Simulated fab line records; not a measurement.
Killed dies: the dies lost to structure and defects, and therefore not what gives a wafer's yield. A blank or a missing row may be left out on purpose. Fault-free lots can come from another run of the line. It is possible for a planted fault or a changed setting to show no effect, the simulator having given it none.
2 desks, one fault || flow gf180mcu || every desk sees just its own numbers, and what lay behind them comes last

## DESK OF THE TOOL OWNER: cmp-02
The tool's own readings at GF_V5_CMP_26 (polishes, stops on SiO2, t overpolish 15 s, target thk 0 nm): means of the sampled wafers that have a number, for each lot that ran on this tool. A lot is out of limits, marked OUT, if its mean lies more than 4 standard deviations from the usual mean; the brackets give that distance.
Columns: A = motor current A at GF_V5_CMP_26, usual 10.7 A; B = overpolish run s at GF_V5_CMP_26, usual 14.999 s; C = time to endpoint s at GF_V5_CMP_26, usual 84.8 s
{"lot": "L745", "first seen here": "day 27 11:41", "A": 11.5, "B": 14.995, "C": 84.2}
{"lot": "L747", "first seen here": "day 27 21:04", "A": 10.4, "B": 14.997, "C": 85.9}
{"lot": "L748", "first seen here": "day 28 13:33", "A": 10.6, "B": 15.004, "C": 86.4}
{"lot": "L750", "first seen here": "day 29 03:28", "A": 10.1, "B": 14.996, "C": 84.1}
{"lot": "L753", "first seen here": "day 29 14:37", "A": 10.0, "B": 14.995, "C": 83.1}
{"lot": "L764", "first seen here": "day 32 20:35", "A": 10.5, "B": 14.999, "C": 86.4}
{"lot": "L765", "first seen here": "day 32 21:40", "A": 11.1, "B": 15.006, "C": 88.0}
{"lot": "L766", "first seen here": "day 33 07:04", "A": 10.3, "B": 14.991, "C": 85.1}
This desk's verdict: no lot among the 8 shows anything out of limits.

## AT THE METROLOGY DESK
Lot by lot, what the gauges showed, no matter which tool ran the lot: averages of those sampled wafers that carry a number. A lot is out of limits, marked OUT, if its mean lies more than 4 standard deviations from the usual mean; the brackets give that distance.
Columns: A = V4_OVL at GF_V4_OVL_MEAS_15, usual 0 nm; B = PASSIVATION_CVD_00_THK at GF_PASSIVATION_THK_MEAS_01, usual 1005 nm
{"lot": "L745", "first seen here": "day 24 15:37", "A": 6, "B": 1003}
{"lot": "L747", "first seen here": "day 25 02:32", "A": -3, "B": 1022}
{"lot": "L748", "first seen here": "day 25 19:38", "A": -6, "B": 991}
{"lot": "L749", "first seen here": "day 25 23:54", "A": 4, "B": 1000}
{"lot": "L750", "first seen here": "day 26 10:24", "A": -3, "B": 999}
{"lot": "L753", "first seen here": "day 26 22:03", "A": 13, "B": 1001}
{"lot": "L760", "first seen here": "day 29 09:05", "A": 1, "B": 1010}
{"lot": "L761", "first seen here": "day 29 11:27", "A": 3, "B": 1001}
{"lot": "L764", "first seen here": "day 30 12:06", "A": -4, "B": 996}
{"lot": "L765", "first seen here": "day 30 13:48", "A": -1, "B": 1015}
{"lot": "L766", "first seen here": "day 30 23:42", "A": 2, "B": 1003}
{"lot": "L767", "first seen here": "day 31 00:49", "A": -4, "B": 996}
{"lot": "L768", "first seen here": "day 31 06:04", "A": 0, "B": 1012}
This desk's verdict: no lot among the 13 shows anything out of limits.

## BROUGHT TOGETHER
The tool owner's desk saw nothing out of limits.
Metrology desk: nothing out of limits seen.

## WHAT HAD BEEN PUT IN BY THE SIMULATOR
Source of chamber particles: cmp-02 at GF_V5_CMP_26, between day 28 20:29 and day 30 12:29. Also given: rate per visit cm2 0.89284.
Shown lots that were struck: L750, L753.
